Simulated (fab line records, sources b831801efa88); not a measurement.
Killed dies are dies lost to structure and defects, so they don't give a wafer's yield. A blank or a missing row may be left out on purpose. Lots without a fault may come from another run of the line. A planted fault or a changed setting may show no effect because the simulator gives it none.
Which tool did it? | flow sky130 | 24 lots, 72 wafers sampled, at 6 steps of a route of 708

WHAT THE GAUGES READ, wafer by wafer
SKY_METAL2_OVL_MEAS_16. Usual: METAL2_OVL 1 nm, standard deviation 4.5.
lot  | measured     | on         | METAL2_OVL (nm) | flag
L074 | day 35 02:57 | overlay-02 | 1 8 0           |
L075 | day 35 04:50 | overlay-01 | -1 -5 4         |
L076 | day 35 19:05 | overlay-01 | -2 -2 0         |
L077 | day 35 20:45 | overlay-01 | 0 0 -5          |
L078 | day 36 08:06 | overlay-02 | -4 0 -5         |
L079 | day 36 18:00 | overlay-01 | -7 -1 2         |
L080 | day 37 01:20 | overlay-02 | -4 -2 -2        |
L081 | day 37 04:42 | overlay-01 | 11 8 3          |
L083 | day 38 13:24 | overlay-01 | 10 7 5          |
L082 | day 38 14:02 | overlay-02 | 6 6 -4          |
L085 | day 38 15:39 | overlay-01 | -4 0 0          |
L084 | day 38 16:26 | overlay-01 | 5 -3 1          |
L086 | day 38 19:57 | overlay-01 | 2 0 3           |
L087 | day 39 02:51 | overlay-02 | 0 1 -2          |
L088 | day 39 14:29 | overlay-01 | -6 -12 -7       |
L089 | day 40 00:23 | overlay-01 | 4 4 12          |
L090 | day 40 00:37 | overlay-02 | -2 -5 2         |
L092 | day 40 10:17 | overlay-01 | 10 -5 5         |
L091 | day 40 10:49 | overlay-02 | 6 0 -4          |
L093 | day 40 17:06 | overlay-01 | 1 4 5           |
L094 | day 40 21:25 | overlay-01 | 3 1 6           |
L095 | day 41 04:02 | overlay-01 | 9 -4 5          |
L096 | day 41 15:09 | overlay-02 | 2 3 -3          |
L097 | day 41 16:37 | overlay-02 | 5 0 -5          |

SKY_METAL3_CD_MEAS_13: target cd 300 nm. Usual: cd_nm 300.1 nm, standard deviation 1.3.
lot  | measured     | on        | cd_nm (nm)        | flag
L074 | day 38 12:50 | cd_sem-02 | 301.2 302.3 300.3 |
L075 | day 38 13:39 | cd_sem-02 | 296.6 297.8 297.7 |
L076 | day 39 03:12 | cd_sem-02 | 300.7 298.6 299.6 |
L077 | day 39 05:14 | cd_sem-02 | 301.0 301.5 302.5 |
L078 | day 39 16:11 | cd_sem-01 | 299.6 298.6 298.9 |
L079 | day 40 00:38 | cd_sem-01 | 298.6 298.0 299.7 |
L080 | day 40 09:09 | cd_sem-02 | 300.1 298.7 299.4 |
L081 | day 40 10:05 | cd_sem-01 | 302.4 301.0 301.3 |
L083 | day 41 18:54 | cd_sem-01 | 299.5 301.1 299.6 |
L082 | day 41 20:38 | cd_sem-01 | 299.5 300.6 299.1 |
L085 | day 41 21:15 | cd_sem-02 | 299.3 300.4 299.8 |
L084 | day 41 21:17 | cd_sem-01 | 301.1 303.1 301.9 |
L086 | day 42 00:42 | cd_sem-02 | 300.6 301.8 302.0 |
L087 | day 42 07:08 | cd_sem-01 | 301.4 301.1 300.4 |
L088 | day 42 16:52 | cd_sem-02 | 300.4 302.0 302.0 |
L089 | day 43 03:17 | cd_sem-02 | 298.9 298.4 298.2 |
L090 | day 43 03:40 | cd_sem-02 | 300.8 300.3 301.8 |
L092 | day 43 11:18 | cd_sem-02 | 299.0 298.1 298.7 |
L091 | day 43 13:04 | cd_sem-02 | 299.5 300.1 299.1 |
L093 | day 43 18:49 | cd_sem-01 | 299.3 300.4 299.7 |
L094 | day 44 00:03 | cd_sem-02 | 299.7 299.5 300.7 |
L095 | day 44 06:08 | cd_sem-02 | 300.9 301.3 300.4 |
L096 | day 44 15:53 | cd_sem-02 | 299.2 299.8 300.0 |
L097 | day 44 17:06 | cd_sem-01 | 299.2 300.3 299.6 |

WHICH TOOL RAN EACH LOT (tool, then ch and the chambers of the sampled wafers, then the start)
lot  | SKY_METAL2_SPUTTER_01        | SKY_METAL2_ETCH_18                | SKY_METAL2_METAL_ETCH_19          | SKY_VIA2_ETCH_14
L074 | pvd_sputter-01, day 34 00:07 | rie_metal-04 ch 0,1, day 35 03:01 | rie_metal-04 ch 0,1, day 35 03:05 | rie_diel-02 ch 1,2, day 36 06:44
L075 | pvd_sputter-03, day 34 02:10 | rie_metal-01 ch 0,1, day 35 04:54 | rie_metal-01 ch 0,1, day 35 04:58 | rie_diel-04 ch 0,2, day 36 08:47
L076 | pvd_sputter-01, day 34 16:05 | rie_metal-01 ch 0,1, day 35 19:09 | rie_metal-01 ch 0,1, day 35 19:13 | rie_diel-01 ch 0,2, day 36 22:20
L077 | pvd_sputter-03, day 34 17:14 | rie_metal-04 ch 0,1, day 35 20:49 | rie_metal-04 ch 0,1, day 35 20:53 | rie_diel-04 ch 2,3, day 36 23:29
L078 | pvd_sputter-02, day 35 04:59 | rie_metal-02 ch 0,1, day 36 08:10 | rie_metal-02 ch 0,1, day 36 08:14 | rie_diel-04 ch 0,2,3, day 37 11:14
L079 | pvd_sputter-02, day 35 16:01 | rie_metal-04 ch 0,1, day 36 18:04 | rie_metal-04 ch 0,1, day 36 18:08 | rie_diel-01 ch 0,2, day 37 20:56
L080 | pvd_sputter-01, day 35 23:25 | rie_metal-02 ch 0,1, day 37 01:24 | rie_metal-02 ch 0,1, day 37 01:28 | rie_diel-01 ch 0,3, day 38 04:59
L081 | pvd_sputter-01, day 36 02:18 | rie_metal-01 ch 0,1, day 37 04:46 | rie_metal-01 ch 0,1, day 37 04:50 | rie_diel-02 ch 0,3, day 38 06:44
L083 | pvd_sputter-03, day 37 11:16 | rie_metal-04 ch 1, day 38 13:28   | rie_metal-04 ch 1, day 38 13:32   | rie_diel-01 ch 0,1,3, day 39 16:02
L082 | pvd_sputter-03, day 37 12:13 | rie_metal-01 ch 0,1, day 38 14:06 | rie_metal-01 ch 0,1, day 38 14:10 | rie_diel-01 ch 0,1,2, day 39 16:58
L085 | pvd_sputter-03, day 37 13:31 | rie_metal-02 ch 0,1, day 38 15:43 | rie_metal-02 ch 0,1, day 38 15:47 | rie_diel-04 ch 2,3, day 39 18:41
L084 | pvd_sputter-01, day 37 14:25 | rie_metal-01 ch 0,1, day 38 16:30 | rie_metal-01 ch 0,1, day 38 16:34 | rie_diel-02 ch 0,2,3, day 39 19:02
L086 | pvd_sputter-02, day 37 18:55 | rie_metal-02 ch 1, day 38 20:01   | rie_metal-02 ch 1, day 38 20:05   | rie_diel-02 ch 0,1,2, day 39 22:53
L087 | pvd_sputter-02, day 38 01:51 | rie_metal-04 ch 1, day 39 02:56   | rie_metal-04 ch 1, day 39 03:04   | rie_diel-01 ch 0,1,3, day 40 04:44
L088 | pvd_sputter-03, day 38 12:40 | rie_metal-02 ch 0,1, day 39 14:34 | rie_metal-02 ch 0,1, day 39 14:39 | rie_diel-04 ch 0,1,3, day 40 15:44
L089 | pvd_sputter-02, day 38 22:59 | rie_metal-02 ch 0,1, day 40 00:27 | rie_metal-02 ch 0,1, day 40 00:31 | rie_diel-01 ch 0,2,3, day 41 01:53
L090 | pvd_sputter-01, day 38 23:14 | rie_metal-04 ch 0,1, day 40 00:41 | rie_metal-04 ch 0,1, day 40 00:46 | rie_diel-04 ch 1,2, day 41 01:59
L092 | pvd_sputter-01, day 39 09:20 | rie_metal-04 ch 1, day 40 10:21   | rie_metal-04 ch 1, day 40 10:25   | rie_diel-04 ch 1,2,3, day 41 11:52
L091 | pvd_sputter-02, day 39 09:58 | rie_metal-02 ch 0,1, day 40 10:53 | rie_metal-02 ch 0,1, day 40 10:58 | rie_diel-04 ch 1,2, day 41 12:35
L093 | pvd_sputter-01, day 39 16:52 | rie_metal-02 ch 0,1, day 40 17:10 | rie_metal-02 ch 0,1, day 40 17:14 | rie_diel-02 ch 1,2,3, day 41 18:32
L094 | pvd_sputter-01, day 39 20:31 | rie_metal-02 ch 0,1, day 40 21:28 | rie_metal-02 ch 0,1, day 40 21:32 | rie_diel-01 ch 0,1,2, day 41 23:13
L095 | pvd_sputter-02, day 40 03:43 | rie_metal-02 ch 0,1, day 41 04:06 | rie_metal-02 ch 0,1, day 41 04:10 | rie_diel-02 ch 1,2, day 42 05:41
L096 | pvd_sputter-03, day 40 15:07 | rie_metal-02 ch 0,1, day 41 15:13 | rie_metal-02 ch 0,1, day 41 15:17 | rie_diel-01 ch 0,1,3, day 42 15:52
L097 | pvd_sputter-02, day 40 17:16 | rie_metal-01 ch 0, day 41 16:40   | rie_metal-01 ch 0, day 41 16:44   | rie_diel-04 ch 0,1,2, day 42 18:19
- SKY_METAL2_SPUTTER_01: material TiN, target thk 20 nm, time 16.7 s.
- SKY_METAL2_ETCH_18: etches BARC in N2/H2, stops on SiO2, time 45.9 s, target depth 60 nm.
- SKY_METAL2_METAL_ETCH_19: etches the open film in Cl2/BCl3, stops on SiO2, target depth 360 nm, time 78 s.
- SKY_VIA2_ETCH_14: etches BARC in N2/H2, stops on SiO2, time 45.9 s, target depth 60 nm.

WHAT THE TOOLS THEMSELVES READ (means of the sampled wafers that have a number; where no wafer has one, the mark that the record gives instead)
SKY_METAL2_SPUTTER_01. Usual: chamber_pressure_pa 0.4000 Pa, standard deviation 0.00082; throttle_valve_pct 30.2 %, standard deviation 0.7.
lot  | tool           | chamber_pressure_pa (Pa) | throttle_valve_pct (%) | flag
L074 | pvd_sputter-01 | 0.4001                   | 30.7                   |
L075 | pvd_sputter-03 | 0.3990                   | 30.3                   |
L076 | pvd_sputter-01 | 0.3992                   | 30.8                   |
L077 | pvd_sputter-03 | 0.3996                   | 30.2                   |
L078 | pvd_sputter-02 | 0.4008                   | 29.8                   |
L079 | pvd_sputter-02 | 0.4000                   | 29.6                   |
L080 | pvd_sputter-01 | 0.4001                   | 31.1                   |
L081 | pvd_sputter-01 | 0.3995                   | 30.7                   |
L083 | pvd_sputter-03 | 0.4000                   | 29.5                   |
L082 | pvd_sputter-03 | 0.3999                   | 29.6                   |
L085 | pvd_sputter-03 | 0.4009                   | 30.3                   |
L084 | pvd_sputter-01 | 0.4006                   | 31.5                   |
L086 | pvd_sputter-02 | 0.3996                   | 29.6                   |
L087 | pvd_sputter-02 | 0.4002                   | 29.6                   |
L088 | pvd_sputter-03 | 0.3999                   | 30.0                   |
L089 | pvd_sputter-02 | 0.4002                   | 29.7                   |
L090 | pvd_sputter-01 | 0.4000                   | 30.5                   |
L092 | pvd_sputter-01 | 0.3990                   | 30.3                   |
L091 | pvd_sputter-02 | 0.4001                   | 29.8                   |
L093 | pvd_sputter-01 | 0.3998                   | 31.0                   |
L094 | pvd_sputter-01 | 0.3999                   | 30.5                   |
L095 | pvd_sputter-02 | 0.3999                   | 29.7                   |
L096 | pvd_sputter-03 | 0.4007                   | 30.2                   |
L097 | pvd_sputter-02 | 0.4004                   | 29.8                   |

SKY_METAL2_ETCH_18. Usual: drypump_motor_current_A 6.1 A, standard deviation 0.31; oes_product_au 0.854 a.u., standard deviation 0.0047; throttle_valve_pct 13.224 %, standard deviation 0.0087.
lot  | tool         | drypump_motor_current_A (A) | oes_product_au (a.u.) | throttle_valve_pct (%) | flag
L074 | rie_metal-04 | 5.8                         | 0.855                 | 13.220                 |
L075 | rie_metal-01 | 6.2                         | 0.854                 | 13.229                 |
L076 | rie_metal-01 | 6.2                         | 0.854                 | 13.226                 |
L077 | rie_metal-04 | 5.7                         | 0.857                 | 13.224                 |
L078 | rie_metal-02 | 6.4                         | 0.852                 | 13.220                 |
L079 | rie_metal-04 | 5.7                         | 0.852                 | 13.225                 |
L080 | rie_metal-02 | 6.4                         | 0.850                 | 13.225                 |
L081 | rie_metal-01 | 6.2                         | 0.852                 | 13.222                 |
L083 | rie_metal-04 | 5.6                         | 0.858                 | 13.226                 |
L082 | rie_metal-01 | 6.2                         | 0.855                 | 13.221                 |
L085 | rie_metal-02 | 6.2                         | 0.850                 | 13.234                 |
L084 | rie_metal-01 | 6.2                         | 0.851                 | 13.223                 |
L086 | rie_metal-02 | 6.1                         | 0.849                 | 13.223                 |
L087 | rie_metal-04 | 5.6                         | 0.857                 | 13.217                 |
L088 | rie_metal-02 | 6.2                         | 0.851                 | 13.228                 |
L089 | rie_metal-02 | 6.4                         | 0.851                 | 13.223                 |
L090 | rie_metal-04 | 5.7                         | 0.852                 | 13.230                 |
L092 | rie_metal-04 | 5.6                         | 0.854                 | 13.226                 |
L091 | rie_metal-02 | 6.3                         | 0.856                 | 13.232                 |
L093 | rie_metal-02 | 6.4                         | 0.861                 | 13.230                 |
L094 | rie_metal-02 | 6.4                         | 0.859                 | 13.224                 |
L095 | rie_metal-02 | 6.4                         | 0.856                 | 13.223                 |
L096 | rie_metal-02 | 6.4                         | 0.850                 | 13.221                 |
L097 | rie_metal-01 | 6.3                         | 0.856                 | 13.227                 |

SKY_METAL2_METAL_ETCH_19. Usual: drypump_motor_current_A 6.1 A, standard deviation 0.31; oes_product_au 0.853 a.u., standard deviation 0.0067; throttle_valve_pct 22.264 %, standard deviation 0.0087.
lot  | tool         | drypump_motor_current_A (A) | oes_product_au (a.u.) | throttle_valve_pct (%) | flag
L074 | rie_metal-04 | 5.7                         | 0.859                 | 22.274                 |
L075 | rie_metal-01 | 6.2                         | 0.847                 | 22.263                 |
L076 | rie_metal-01 | 6.2                         | 0.857                 | 22.261                 |
L077 | rie_metal-04 | 5.7                         | 0.847                 | 22.266                 |
L078 | rie_metal-02 | 6.4                         | 0.855                 | 22.274                 |
L079 | rie_metal-04 | 5.7                         | 0.864                 | 22.268                 |
L080 | rie_metal-02 | 6.4                         | 0.851                 | 22.257                 |
L081 | rie_metal-01 | 6.2                         | 0.855                 | 22.268                 |
L083 | rie_metal-04 | 5.6                         | 0.853                 | 22.265                 |
L082 | rie_metal-01 | 6.2                         | 0.849                 | 22.267                 |
L085 | rie_metal-02 | 6.3                         | 0.855                 | 22.263                 |
L084 | rie_metal-01 | 6.1                         | 0.857                 | 22.262                 |
L086 | rie_metal-02 | 6.1                         | 0.851                 | 22.270                 |
L087 | rie_metal-04 | 5.6                         | 0.857                 | 22.267                 |
L088 | rie_metal-02 | 6.2                         | 0.848                 | 22.265                 |
L089 | rie_metal-02 | 6.4                         | 0.850                 | 22.272                 |
L090 | rie_metal-04 | 5.7                         | 0.851                 | 22.265                 |
L092 | rie_metal-04 | 5.6                         | 0.851                 | 22.261                 |
L091 | rie_metal-02 | 6.2                         | 0.854                 | 22.253                 |
L093 | rie_metal-02 | 6.4                         | 0.849                 | 22.258                 |
L094 | rie_metal-02 | 6.4                         | 0.856                 | 22.263                 |
L095 | rie_metal-02 | 6.4                         | 0.857                 | 22.263                 |
L096 | rie_metal-02 | 6.4                         | 0.853                 | 22.265                 |
L097 | rie_metal-01 | 6.3                         | 0.861                 | 22.262                 |

SKY_VIA2_ETCH_14. Usual: drypump_motor_current_A 5.6 A, standard deviation 0.37; oes_product_au 0.854 a.u., standard deviation 0.0047; throttle_valve_pct 13.226 %, standard deviation 0.0089.
lot  | tool        | drypump_motor_current_A (A) | oes_product_au (a.u.) | throttle_valve_pct (%) | flag
L074 | rie_diel-02 | 5.7                         | 0.853                 | 13.233                 |
L075 | rie_diel-04 | 5.8                         | 0.849                 | 13.224                 |
L076 | rie_diel-01 | 5.6                         | 0.855                 | 13.226                 |
L077 | rie_diel-04 | 5.6                         | 0.853                 | 13.219                 |
L078 | rie_diel-04 | 5.4                         | 0.857                 | 13.222                 |
L079 | rie_diel-01 | 5.3                         | 0.856                 | 13.227                 |
L080 | rie_diel-01 | 5.6                         | 0.856                 | 13.216                 |
L081 | rie_diel-02 | 5.7                         | 0.853                 | 13.226                 |
L083 | rie_diel-01 | 5.7                         | 0.851                 | 13.237                 |
L082 | rie_diel-01 | 5.7                         | 0.855                 | 13.222                 |
L085 | rie_diel-04 | 5.3                         | 0.852                 | 13.229                 |
L084 | rie_diel-02 | 5.8                         | 0.852                 | 13.224                 |
L086 | rie_diel-02 | 5.6                         | 0.855                 | 13.222                 |
L087 | rie_diel-01 | 5.7                         | 0.856                 | 13.229                 |
L088 | rie_diel-04 | 5.3                         | 0.854                 | 13.225                 |
L089 | rie_diel-01 | 5.4                         | 0.855                 | 13.214                 |
L090 | rie_diel-04 | 5.7                         | 0.856                 | 13.234                 |
L092 | rie_diel-04 | 5.5                         | 0.855                 | 13.227                 |
L091 | rie_diel-04 | 5.7                         | 0.856                 | 13.227                 |
L093 | rie_diel-02 | 5.8                         | 0.858                 | 13.220                 |
L094 | rie_diel-01 | 5.6                         | 0.855                 | 13.225                 |
L095 | rie_diel-02 | 5.7                         | 0.856                 | 13.225                 |
L096 | rie_diel-01 | 5.7                         | 0.854                 | 13.232                 |
L097 | rie_diel-04 | 5.6                         | 0.854                 | 13.229                 |

THE ANSWER, worked out from the rows above alone
Rule: a lot is off if the mean of its wafers that have a number lies more than 3 standard deviations from the usual mean. A lot without any number at a reading at which 4 lots or more have one is off too. The other lots that the step has rows for count as sound. The gauges are gone through in route order, then the tools' own readings, and for those a lot's mean is taken as printed above. The first step at which some lot is off is used, and at that step the reading that is off furthest; a lot without a number counts as furthest.
No lot is off at any reading shown: from this, nothing can be told.

WHAT THE SIMULATOR HAD PUT IN
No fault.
